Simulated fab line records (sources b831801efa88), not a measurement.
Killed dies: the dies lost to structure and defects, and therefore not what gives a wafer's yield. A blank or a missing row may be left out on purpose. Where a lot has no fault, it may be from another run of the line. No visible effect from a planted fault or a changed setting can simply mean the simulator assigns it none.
One fault seen from 2 desks    flow sky130    each desk holds nothing but its own numbers, with what lay behind them at the end

## AT THE METROLOGY DESK
What the gauges read for every lot (on any tool): the sampled wafers with a number, averaged. The brackets show how far a lot's mean lies from the usual mean; more than 4 standard deviations puts the lot out of limits, marked OUT.
Columns: A = CONTACT_BOW at SKY_CONTACT_BOW_MEAS_05, usual 83 um; B = CONTACT_W_RS at SKY_CONTACT_RS_MEAS_25, usual 0.339 ohm/sq
lot   first seen here  A   B
L454  day 30 21:36     85  0.335
L455  day 31 05:57     87  0.346
L456  day 31 20:49     79  0.333
L457  day 31 22:43     83  0.346
L459  day 32 16:23     86  0.341
L460  day 32 23:43     84  0.338
L463  day 33 20:04     86  0.346
L464  day 34 08:56     89  0.333
L465  day 34 10:16     85  0.332
L472  day 36 13:38     76  0.332
L475  day 37 14:34     81  0.333
This desk's verdict: no lot among the 11 shows anything out of limits.

## DESK OF THE TOOL OWNER: litho track-02
The tool's own readings at SKY_METAL1_COAT_09 (resist thk 60 nm): means of the sampled wafers that have a number, for each lot that ran on this tool. The brackets show how far a lot's mean lies from the usual mean; more than 4 standard deviations puts the lot out of limits, marked OUT.
Columns: A = spin speed rpm at SKY_METAL1_COAT_09, usual 3000.1 rpm
lot   first seen here  A
L455  day 33 00:05     2998.2
L456  day 33 14:23     2998.5
L459  day 34 10:14     3001.5
L460  day 34 16:52     3002.1
L463  day 35 13:07     3003.1
L465  day 36 03:08     2999.4
L472  day 38 05:17     2998.9
L475  day 39 04:47     3000.1
This desk's verdict: no lot among the 8 shows anything out of limits.

## ALL TOGETHER
At the metrology desk, nothing out of limits was observed.
Nothing out of limits was seen by the tool owner's desk.

## WHAT THE SIMULATOR HAD PUT IN
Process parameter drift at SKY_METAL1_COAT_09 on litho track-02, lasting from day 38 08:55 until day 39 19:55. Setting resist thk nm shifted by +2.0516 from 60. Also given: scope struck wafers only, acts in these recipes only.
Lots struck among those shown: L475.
